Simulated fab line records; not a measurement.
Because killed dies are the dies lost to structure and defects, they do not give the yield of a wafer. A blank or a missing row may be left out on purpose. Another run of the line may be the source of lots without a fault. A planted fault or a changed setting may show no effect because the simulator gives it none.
A struck lot beside a sound one    flow sky130    17 out of 708 route steps
Sound: wafers L795.1, L795.2, L795.6. Wafers struck: L800.1, L800.3, L800.6. At the end, the cause is stated.
For every step that has rows: the tool of each side, followed by ch and its chambers, followed by its first start. Under that, the readings that differ: sound wafers    struck wafers    difference of the means    sigmas: that difference in standard deviations of wafers without a fault.
alike: words and numbers the same on both sides, and readings whose means are apart by under 2 such deviations; not compared: readings that were withheld, readings missing a value for some wafer, numbers with overlapping values and no deviation given by the record, and bounds like >300 which may hide the same value.
A row with sigmas, a row that says differs or no value, or rows on one side alone: a step with any of these is where the two part. Non-overlapping numbers with no deviation appear without sigmas and do not part them. A reading that every wafer of one side lacks parts them only if that side has two wafers or more.

SKY_VT_ADJUST_LVTN_OVL_MEAS_07:
  sound on overlay-02, day 9 22:25; struck on overlay-01, day 11 04:19
  alike: VT_ADJUST_LVTN_OVL
next, for these wafers, 1 step has no rows: SKY_VT_ADJUST_LVTN_IMPLANT_08.
SKY_VT_ADJUST_LVTN_STRIP_09: strips in O2/N2.
  sound on plasmaAsher-02 ch 0,1, day 9 22:37; struck on plasmaAsher-03 ch 0,1, day 11 04:31
  alike: drypumpMotorCurrentA, o2FlowSccm, oesProductAu, stripTimeToEndpointS
  not compared: rfHoursCounterH
SKY_VT_ADJUST_LVTN_TW_MEAS_10:
  sound on filmMetro-04, day 9 22:43; struck on filmMetro-02, day 11 04:37
reading            sound        struck       difference  sigmas
VT_ADJUST_LVTN_TW  245 245 247  238 237 238  -8          -2
then, 7 steps without rows for these wafers: SKY_VT_ADJUST_LVTN_DEHYDRATE_11 (time 60 s); SKY_VT_ADJUST_LVTN_HMDS_12 (prime time 60 s); SKY_VT_ADJUST_LVTN_COAT_13 (resist thk 1140 nm); SKY_VT_ADJUST_LVTN_SOFTBAKE_14 (time 60 s); SKY_VT_ADJUST_LVTN_EXPOSE_15 (exposes mask HVN STD DERIVED, target cd 600 nm); SKY_VT_ADJUST_LVTN_PEB_16; SKY_VT_ADJUST_LVTN_DEVELOP_17 (develop time 60 s).
SKY_VT_ADJUST_LVTN_OVL_MEAS_18:
  sound on overlay-01, day 10 20:06; struck on overlay-01, day 12 04:23
  alike: VT_ADJUST_LVTN_01_OVL
SKY_VT_ADJUST_LVTN_IMPLANT_19:
  sound on implanter-04 ch 0, day 10 20:08; struck on implanter-04 ch 0, day 12 04:25
reading           sound                          struck                         difference  sigmas
doseIonsCm2       6.497e+11 6.496e+11 6.497e+11  9.267e+11 9.266e+11 9.263e+11  +2.769e+11  +99 or more
faradayCurrentUA  3.68 3.71 3.61                 5.23 5.39 5.28                 +1.63       +23
  alike: beamEnergyKeV
SKY_VT_ADJUST_LVTN_STRIP_20: strips in O2/N2.
  sound on plasmaAsher-01 ch 0,1, day 10 20:17; struck on plasmaAsher-03 ch 0,1, day 12 04:34
  alike: drypumpMotorCurrentA, o2FlowSccm, oesProductAu, stripTimeToEndpointS
  not compared: rfHoursCounterH
SKY_VT_ADJUST_LVTN_TW_MEAS_21:
  sound on filmMetro-03, day 10 20:23; struck on filmMetro-02, day 12 04:40
reading              sound        struck       difference  sigmas
VT_ADJUST_LVTN_2_TW  189 188 188  202 203 203  +14         +5
then, 1 step without rows for these wafers: SKY_VT_ADJUST_NCORE_DEHYDRATE_00 (time 60 s).
-- record jumps: 37 days separate the struck wafers' starts on either side; left off in module VT_ADJUST_NCORE, taken up again in module PAD_OPEN, whose first shown step is the route's number 708 --
SKY_PAD_OPEN_PROBE_99:
  sound on prober-01, day 48 12:01; struck on prober-02, day 49 15:13
reading                                sound           struck          difference  sigmas
model.etest.resPwellUnderGate.rsOhmSq  2304 2284 2301  2231 2224 2229  -68         
model.etest.tip_n_5v.rsOhmSq           1409 1409 1405  1396 1395 1396  -12         
  alike: killed_at_M0_to_M3, killed_at_M4_up, killedAtContacts, killedAtFrontEnd, killedAtOther, killedDies, killedOpen, killedShort
  not compared: model.etest.nfet_16v.bodyRiseV, model.etest.nfetG5v0d10v5.bodyRiseV, model.etest.nfetG5v0d10v5.vtSatV, model.etest.nfetG5v0d10v5.vtV, model.etest.nfet_16v.vtV, model.etest.nfetG5v0d10v5.vtLongV

WHERE THEY PART
First at SKY_VT_ADJUST_LVTN_TW_MEAS_10; last, within this record, at SKY_VT_ADJUST_LVTN_TW_MEAS_21. Later steps at which nothing parts them and some readings are alike: SKY_PAD_OPEN_PROBE_99.

WHY: the cause the simulator had injected
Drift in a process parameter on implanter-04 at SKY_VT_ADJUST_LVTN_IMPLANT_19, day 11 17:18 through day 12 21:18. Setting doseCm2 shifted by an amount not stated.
